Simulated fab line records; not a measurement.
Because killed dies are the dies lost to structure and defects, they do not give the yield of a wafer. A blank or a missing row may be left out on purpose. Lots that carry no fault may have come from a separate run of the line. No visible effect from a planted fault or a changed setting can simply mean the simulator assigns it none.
What tool caused it? | flow gf180mcu | 14 lots, 42 wafers sampled, at 4 steps of a route of 602

== WHAT EACH GAUGE READ, for each wafer ==
GF_NWELL_OVL_MEAS_07. Usual: NWELL_OVL -1.2 nm, standard deviation 1.6.
lot  | measured    | on         | NWELL_OVL (nm) | flag
L646 | day 3 07:13 | overlay-02 | -3.3 -2.0 -2.3 |
L647 | day 3 12:58 | overlay-02 | -0.5 -2.2 -1.0 |
L651 | day 4 09:58 | overlay-02 | -1.4 -3.4 -0.8 |
L652 | day 4 15:40 | overlay-02 | -0.8 -3.5 -3.3 |
L654 | day 5 02:22 | overlay-01 | 0.7 -2.1 0.1   |
L656 | day 5 21:49 | overlay-02 | 0.1 1.6 -1.2   |
L658 | day 6 03:04 | overlay-01 | -0.4 -1.9 0.5  |
L659 | day 6 08:18 | overlay-01 | 0.9 0.8 2.0    |
L660 | day 6 12:51 | overlay-02 | -3.1 -2.7 -3.8 |
L661 | day 6 17:50 | overlay-02 | -0.9 -1.8 -1.3 |
L664 | day 7 09:39 | overlay-02 | -2.9 -1.9 -2.3 |
L665 | day 7 14:48 | overlay-01 | -0.6 0.1 -0.6  |
L667 | day 8 01:52 | overlay-02 | -0.7 -0.9 -0.9 |
L669 | day 8 14:19 | overlay-01 | -1.4 -1.5 0.0  |

GF_NSD_CD_MEAS_07: the cd target is 400 nm. Usual: cd-nm 399.9 nm, standard deviation 1.9.
lot  | measured     | on        | cd-nm (nm)        | flag
L646 | day 13 10:27 | cd-sem-02 | 401.5 402.0 401.2 |
L647 | day 13 13:31 | cd-sem-02 | 401.9 399.4 403.3 |
L651 | day 14 20:35 | cd-sem-01 | 397.6 396.5 399.5 |
L652 | day 15 08:37 | cd-sem-01 | 398.9 399.4 398.1 |
L654 | day 16 00:53 | cd-sem-01 | 398.2 396.6 397.7 |
L656 | day 17 05:22 | cd-sem-02 | 398.6 399.6 399.2 |
L658 | day 17 17:57 | cd-sem-02 | 401.5 402.5 402.4 |
L659 | day 18 01:33 | cd-sem-01 | 398.3 400.8 397.3 |
L660 | day 18 04:03 | cd-sem-02 | 401.3 403.9 402.1 |
L661 | day 18 16:58 | cd-sem-02 | 402.1 403.1 403.2 |
L664 | day 19 13:25 | cd-sem-01 | 395.6 396.3 397.7 |
L665 | day 19 20:58 | cd-sem-02 | 401.5 401.2 401.1 |
L667 | day 20 12:33 | cd-sem-02 | 401.6 400.1 402.1 |
L669 | day 21 07:41 | cd-sem-02 | 400.3 401.3 399.9 |

== EACH LOT AND THE TOOL THAT RAN IT (in order: tool; ch and the chambers of the sampled wafers; start) ==
lot  | GF_MVSD_STRIP_10                    | GF_POLY_GATE_STRIP_14
L646 | plasma-asher-03 ch 0,1, day 4 11:36 | plasma-asher-03 ch 0, day 9 05:38
L647 | plasma-asher-03 ch 0,1, day 4 16:47 | plasma-asher-04 ch 1, day 9 11:05
L651 | plasma-asher-01 ch 0,1, day 5 13:20 | plasma-asher-01 ch 0,1, day 10 13:39
L652 | plasma-asher-04 ch 0,1, day 5 20:22 | plasma-asher-01 ch 0,1, day 10 23:31
L654 | plasma-asher-03 ch 0,1, day 6 08:17 | plasma-asher-01 ch 0,1, day 11 12:38
L656 | plasma-asher-03 ch 0,1, day 7 04:29 | plasma-asher-01 ch 0, day 12 14:02
L658 | plasma-asher-04 ch 0,1, day 7 10:31 | plasma-asher-03 ch 0, day 13 02:20
L659 | plasma-asher-01 ch 0,1, day 7 15:47 | plasma-asher-03 ch 0,1, day 13 07:34
L660 | plasma-asher-04 ch 0,1, day 7 19:40 | plasma-asher-03 ch 0,1, day 13 09:28
L661 | plasma-asher-04 ch 0,1, day 8 02:36 | plasma-asher-04 ch 0,1, day 13 20:01
L664 | plasma-asher-04 ch 0,1, day 8 18:50 | plasma-asher-03 ch 0,1, day 14 13:32
L665 | plasma-asher-04 ch 0,1, day 9 00:52 | plasma-asher-03 ch 0,1, day 14 19:59
L667 | plasma-asher-04 ch 0,1, day 9 12:11 | plasma-asher-04 ch 0,1, day 15 10:50
L669 | plasma-asher-04 ch 1, day 10 01:40  | plasma-asher-03 ch 0,1, day 16 02:26
- GF_MVSD_STRIP_10: strips in O2/N2.
- GF_POLY_GATE_STRIP_14: strips in O2/N2.

== AS READ BY THE TOOLS THEMSELVES (means over the sampled wafers that have a number; for cases with no such wafer, the mark the record gives instead) ==
GF_MVSD_STRIP_10. Usual: drypump-motor-current-A 5.6 A, standard deviation 0.5; heater-power-w 321 W, standard deviation 26; o2-flow-sccm 3002 sccm, standard deviation 9.1; oes-product-au 0.723 a.u., standard deviation 0.0048; strip-time-to-endpoint-s 36.95 s, standard deviation 0.1.
lot  | tool            | drypump-motor-current-A (A) | heater-power-w (W) | o2-flow-sccm (sccm) | oes-product-au (a.u.) | strip-time-to-endpoint-s (s) | flag
L646 | plasma-asher-03 | 5.0                         | 346                | 2995                | 0.719                 | 36.97                        |
L647 | plasma-asher-03 | 5.3                         | 344                | 2999                | 0.724                 | 36.87                        |
L651 | plasma-asher-01 | 5.2                         | 343                | 3001                | 0.723                 | 36.96                        |
L652 | plasma-asher-04 | 5.8                         | 301                | 2992                | 0.723                 | 37.14                        |
L654 | plasma-asher-03 | 5.3                         | 342                | 3003                | 0.719                 | 37.47                        | OFF
L656 | plasma-asher-03 | 5.0                         | 333                | 3001                | 0.713                 | 37.76                        | OFF
L658 | plasma-asher-04 | 6.1                         | 301                | 2998                | 0.724                 | 36.79                        |
L659 | plasma-asher-01 | 5.3                         | 324                | 3003                | 0.719                 | 36.93                        |
L660 | plasma-asher-04 | 6.1                         | 306                | 2999                | 0.724                 | 36.76                        |
L661 | plasma-asher-04 | 5.8                         | 304                | 2997                | 0.715                 | 36.88                        |
L664 | plasma-asher-04 | 5.8                         | 302                | 3010                | 0.724                 | 37.07                        |
L665 | plasma-asher-04 | 6.1                         | 303                | 3002                | 0.720                 | 36.93                        |
L667 | plasma-asher-04 | 6.1                         | 305                | 3001                | 0.722                 | 36.91                        |
L669 | plasma-asher-04 | 6.3                         | 308                | 3005                | 0.720                 | 36.93                        |

GF_POLY_GATE_STRIP_14. Usual: drypump-motor-current-A 5.3 A, standard deviation 0.5; heater-power-w 332 W, standard deviation 24; o2-flow-sccm 3001 sccm, standard deviation 9.2; oes-product-au 0.505 a.u., standard deviation 0.0048.
lot  | tool            | drypump-motor-current-A (A) | heater-power-w (W) | o2-flow-sccm (sccm) | oes-product-au (a.u.) | flag
L646 | plasma-asher-03 | 5.7                         | 343                | 3002                | 0.504                 |
L647 | plasma-asher-04 | 6.3                         | 303                | 2988                | 0.506                 |
L651 | plasma-asher-01 | 5.3                         | 324                | 3002                | 0.507                 |
L652 | plasma-asher-01 | 5.2                         | 348                | 3006                | 0.506                 |
L654 | plasma-asher-01 | 5.2                         | 348                | 3003                | 0.505                 |
L656 | plasma-asher-01 | 5.2                         | 369                | 2997                | 0.510                 |
L658 | plasma-asher-03 | 5.7                         | 342                | 2992                | 0.507                 |
L659 | plasma-asher-03 | 5.0                         | 340                | 3000                | 0.504                 |
L660 | plasma-asher-03 | 5.3                         | 343                | 3003                | 0.504                 |
L661 | plasma-asher-04 | 5.8                         | 302                | 3012                | 0.504                 |
L664 | plasma-asher-03 | 5.3                         | 342                | 3000                | 0.502                 |
L665 | plasma-asher-03 | 5.0                         | 341                | 2996                | 0.506                 |
L667 | plasma-asher-04 | 5.8                         | 305                | 2998                | 0.502                 |
L669 | plasma-asher-03 | 5.3                         | 343                | 2990                | 0.506                 |

== THE ANSWER, worked out from the rows above alone ==
Rule: a lot is off if the mean of its wafers that have a number lies more than 3 standard deviations from the usual mean. A lot without any number at a reading at which 4 lots or more have one is off too. The other lots that the step has rows for count as sound. Order of review: gauges by route order, followed by the tools' own readings, for which a lot's mean as printed above is used. At the first step where some lot is off, the reading lying furthest off is the one used; lots without a number count as furthest.
Off: L654, L656 (GF_MVSD_STRIP_10, strip-time-to-endpoint-s).
If a tool, at that step or one of the process steps before it, ran each lot that is off and ran no sound lot following the first of them, it fits. One candidate fits, namely plasma-asher-03 at GF_MVSD_STRIP_10. A fault onset in the window from L647 (day 4 16:47, its last sound lot) to L654 (day 6 08:17, its first lot off) fits.
On the lots that are off, the tool's own readings at GF_MVSD_STRIP_10 differ by more than 5 times the standard deviation of the sound lots' means, which bears it out; strip-time-to-endpoint-s reads 37.61 s there versus 36.93 s on the sound lots.

== WHAT THE SIMULATOR HAD INSERTED ==
plasma-asher-03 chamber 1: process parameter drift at GF_MVSD_STRIP_10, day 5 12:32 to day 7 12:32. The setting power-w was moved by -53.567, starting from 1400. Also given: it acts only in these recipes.
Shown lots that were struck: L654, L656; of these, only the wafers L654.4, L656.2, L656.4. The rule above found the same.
